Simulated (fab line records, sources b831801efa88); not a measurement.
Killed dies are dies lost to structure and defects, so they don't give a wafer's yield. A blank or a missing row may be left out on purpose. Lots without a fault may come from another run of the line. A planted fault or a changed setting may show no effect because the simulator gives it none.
Problem report in the 8D (eight disciplines) form, filled by code | flow sky130 | the parts of the form that need people (team, actions taken, sign-off) are left out

1. THE PROBLEM
chamber_pressure_pa at SKY_METAL2_SPUTTER_03 reads a mean of 0.3424 Pa on 6 wafers of 2 lots; wafers without a fault read 0.3999 Pa with a standard deviation of 0.00074. That is -78 standard deviations from the usual mean.
The step: material Ti, target thk 5 nm, time 3.3 s.
First seen on wafer L971.1, day 39 00:29, on pvd_sputter-01. The record holds 36 wafers of 12 lots with a number at this step. Rule for "out", or "out of limits": more than 4 standard deviations from the usual mean. The other wafers with a number count as sound.

2. WHAT IT IS AND WHAT IT IS NOT
question                    | is                     | is not
which readings at this step | chamber_pressure_pa    | -
which lots                  | L971, L975             | L955, L957, L958, L959, L962, L965, L966, L972, L977, L978
which wafers of those lots  | all that have a number | -
read on which tools         | pvd_sputter-01         | pvd_sputter-02, pvd_sputter-04
when                        | from day 39 00:29      | up to then (21 sound wafers); but 9 sound wafers of L972, L977, L978 came after

3. SUSPECTS, AND WHAT RULES EACH OUT
Counting: a tool at a process step up to the reading stays a suspect if it ran every lot that is out and no sound lot after the first of them.
- pvd_sputter-01 at SKY_METAL2_SPUTTER_00 (material Ti, target thk 15 nm, time 10 s): kept. It ran every lot that is out, first L971 (day 39 00:25), and no sound lot after that; its last sound lot up to then is L966 (day 37 11:31).
- pvd_sputter-01 at SKY_METAL2_SPUTTER_03 (material Ti, target thk 5 nm, time 3.3 s): kept. It ran every lot that is out, first L971 (day 39 00:29), and no sound lot after that; its last sound lot up to then is L966 (day 37 11:35). Its own readings are out on those wafers: chamber_pressure_pa.
Left after counting: pvd_sputter-01 at SKY_METAL2_SPUTTER_00, pvd_sputter-01 at SKY_METAL2_SPUTTER_03.

4. THE CAUSE (what the simulator had put in)
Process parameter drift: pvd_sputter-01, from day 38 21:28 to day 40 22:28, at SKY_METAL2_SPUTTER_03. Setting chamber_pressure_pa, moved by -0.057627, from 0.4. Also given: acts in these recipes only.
Counting left 2 suspects, and this tool is among them.

5. THE CHAIN OF EFFECTS, in route order
Each row: a reading whose mean over the struck wafers that have a number lies more than 3 standard deviations from the usual. Only readings for which the record gives a usual standard deviation are gone through. hours: the time from each lot's start at the first step in this table that gives one to its start at this step, as a median over the lots. sigmas: the change in usual standard deviations.
hours | step                  | reading             | usual     | on struck wafers | change  | sigmas
0     | SKY_METAL2_SPUTTER_03 | chamber_pressure_pa | 0.3999 Pa | 0.3424           | -0.0575 | -78
The process steps in it:
- SKY_METAL2_SPUTTER_03: material Ti, target thk 5 nm, time 3.3 s.

6. WHAT WOULD HAVE CAUGHT IT SOONER
In this record the first reading out of limits was taken at day 39 00:29, 3 hours after the fault began at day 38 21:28.
